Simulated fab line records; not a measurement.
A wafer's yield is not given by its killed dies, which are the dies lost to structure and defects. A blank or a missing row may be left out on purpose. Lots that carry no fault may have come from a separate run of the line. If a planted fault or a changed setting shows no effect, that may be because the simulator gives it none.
Which tool was responsible? -- flow gf180mcu -- 13 lots, 39 wafers sampled, at 5 steps of a route of 602

WHAT THE GAUGES READ, wafer by wafer
GF_VT_IMPLANT_TW_MEAS_21.
lot,measured,on,VT_IMPLANT_2_TW
L828,day 6 14:29,film metro-03,1223 1217 1217
L830,day 7 06:29,film metro-04,1215 1206 1210
L831,day 7 12:01,film metro-01,1215 1207 1208
L833,day 8 01:52,film metro-04,1219 1221 1221
L834,day 8 14:31,film metro-04,1223 1218 1213
L836,day 9 04:23,film metro-04,1215 1224 1220
L837,day 9 14:47,film metro-03,1218 1217 1223
L838,day 9 15:25,film metro-04,1225 1224 1217
L841,day 10 02:38,film metro-04,1225 1221 1224
L840,day 10 03:16,film metro-01,1205 1203 1199
L842,day 10 13:02,film metro-01,1497 1503 1497
L847,day 11 19:17,film metro-01,1495 1501 1500
L848,day 12 02:05,film metro-01,1199 1204 1200

GF_HV_LDD_THK_MEAS_55.
lot,measured,on,HV_LDD_CVD_54_THK (nm)
L828,day 12 19:43,film metro-01,9.79 9.92 9.92
L830,day 13 16:59,film metro-02,10.04 10.06 9.99
L831,day 13 21:11,film metro-04,10.05 9.97 10.04
L833,day 14 17:38,film metro-01,10.01 10.03 10.00
L834,day 15 14:17,film metro-02,10.16 10.16 10.19
L836,day 16 01:36,film metro-02,9.81 9.77 9.84
L837,day 16 15:53,film metro-02,9.84 9.82 9.89
L838,day 16 18:23,film metro-02,10.01 10.00 10.16
L841,day 17 08:56,film metro-01,10.30 10.24 10.07
L840,day 17 14:47,film metro-02,9.95 9.91 9.84
L842,day 17 21:08,film metro-01,9.83 9.86 9.95
L847,day 19 11:55,film metro-04,9.87 9.87 10.01
L848,day 19 20:37,film metro-04,10.03 10.10 9.90

GF_NSD_CD_MEAS_07 targets a cd of 400 nm.
lot,measured,on,cd nm (nm)
L828,day 13 18:22,cd sem-01,400.7 402.0 405.1
L830,day 14 15:43,cd sem-01,401.4 400.3 398.9
L831,day 14 18:53,cd sem-02,399.2 398.4 400.2
L833,day 15 17:34,cd sem-01,396.6 395.2 395.6
L834,day 16 13:34,cd sem-01,400.3 400.4 402.7
L836,day 17 01:41,cd sem-02,399.2 398.0 398.2
L837,day 17 16:49,cd sem-02,396.9 399.6 399.6
L838,day 17 19:07,cd sem-01,394.8 396.3 393.6
L841,day 18 11:10,cd sem-01,399.7 399.8 401.1
L840,day 18 17:22,cd sem-01,399.3 403.3 400.8
L842,day 18 22:22,cd sem-01,400.9 402.1 401.7
L847,day 20 12:37,cd sem-01,396.8 396.7 397.0
L848,day 20 22:52,cd sem-02,400.5 400.8 403.0

TOOL THAT RAN EACH LOT (tool first, then ch and the chambers of the sampled wafers, then the start)
lot,GF_LVPWELL_STRIP_10,GF_VT_IMPLANT_IMPLANT_19
L828,"plasma asher-02 ch 0,1, day 4 07:15","implanter-01 ch 0, day 6 14:16"
L830,"plasma asher-02 ch 0,1, day 4 21:40","implanter-04 ch 0, day 7 06:14"
L831,"plasma asher-01 ch 0,1, day 5 01:10","implanter-04 ch 0, day 7 11:47"
L833,"plasma asher-01 ch 0,1, day 5 14:13","implanter-01 ch 0, day 8 01:37"
L834,"plasma asher-04 ch 0,1, day 5 23:14","implanter-01 ch 0, day 8 14:17"
L836,"plasma asher-01 ch 0,1, day 6 11:55","implanter-04 ch 0, day 9 04:11"
L837,"plasma asher-04 ch 0,1, day 6 20:29","implanter-04 ch 0, day 9 14:34"
L838,"plasma asher-02 ch 0,1, day 6 21:07","implanter-04 ch 0, day 9 15:10"
L841,"plasma asher-02 ch 0,1, day 7 06:53","implanter-03 ch 0, day 10 02:25"
L840,"plasma asher-02 ch 0,1, day 7 07:52","implanter-03 ch 0, day 10 03:02"
L842,"plasma asher-01 ch 0,1, day 7 16:53","implanter-03 ch 0, day 10 12:31"
L847,"plasma asher-04 ch 0,1, day 8 19:50","implanter-03 ch 0, day 11 18:42"
L848,"plasma asher-01 ch 0,1, day 9 02:03","implanter-04 ch 0, day 12 01:53"
- GF_LVPWELL_STRIP_10: strips in O2/N2.
- GF_VT_IMPLANT_IMPLANT_19

WHAT THE TOOLS THEMSELVES READ (means of the sampled wafers that have a number; where no wafer has one, the mark that the record gives instead)
GF_LVPWELL_STRIP_10.
lot,tool,chamber pressure mTorr (mTorr),drypump motor current A (A),heater power w (W),n2 flow sccm (sccm),oes product au (a.u.),platen temp c (C),strip time to endpoint s (s)
L828,plasma asher-02,1499.4,5.8,340,301.0,0.724,249.97,36.99
L830,plasma asher-02,1499.8,5.8,339,300.5,0.722,249.94,37.22
L831,plasma asher-01,1500.5,6.2,376,299.6,0.725,250.15,37.16
L833,plasma asher-01,1499.8,6.2,378,299.8,0.724,249.93,37.15
L834,plasma asher-04,1501.1,5.4,301,299.5,0.721,250.01,36.82
L836,plasma asher-01,1499.3,6.2,384,301.1,0.719,249.80,37.00
L837,plasma asher-04,1500.0,5.4,304,299.7,0.719,249.96,36.92
L838,plasma asher-02,1499.9,5.8,361,299.7,0.725,249.97,37.05
L841,plasma asher-02,1501.1,5.5,365,299.6,0.723,250.16,36.99
L840,plasma asher-02,1499.6,5.5,359,299.8,0.723,249.91,37.03
L842,plasma asher-01,1499.8,5.9,369,300.8,0.722,250.19,36.99
L847,plasma asher-04,1501.4,5.4,301,300.4,0.723,249.93,36.85
L848,plasma asher-01,1500.1,6.2,383,300.8,0.722,250.00,37.11

THE ANSWER, worked out from the rows above alone
Rule: what is usual is taken from the lots themselves. The widest of any qualifying gaps counts: lots, ordered by their means at a reading, are off when they make up no more than a third of the lots, leave a main group of 4 or more, and stand apart from it by 3 or more times the standard deviation of that group's means. A main group is skipped when, at the precision printed for the reading in the tables above, its means are all equal. Also off: a lot with no number at a reading for which 4 or more lots have one. Where the step has rows for the other lots, those lots are counted as sound. The gauges are gone through in route order, then the tools' own readings, and for those a lot's mean is taken as printed above. At the first step where some lot is off, the reading lying furthest off is the one used; lots without a number count as furthest.
Off: L842, L847, at GF_VT_IMPLANT_TW_MEAS_21 (VT_IMPLANT_2_TW). The main group: mean 1215, standard deviation 7.5.
A tool fits if, at a process step before that reading, it ran every lot that is off, and no sound lot after the first of them. Those tools and the gauges at GF_VT_IMPLANT_TW_MEAS_21 are tried in the same way. One fits: GF_VT_IMPLANT_IMPLANT_19 on implanter-03. Its last sound lot is L840 (day 10 03:02), its first lot that is off L842 (day 10 12:31): a fault that began between those two fits.

WHAT HAD BEEN PUT IN BY THE SIMULATOR
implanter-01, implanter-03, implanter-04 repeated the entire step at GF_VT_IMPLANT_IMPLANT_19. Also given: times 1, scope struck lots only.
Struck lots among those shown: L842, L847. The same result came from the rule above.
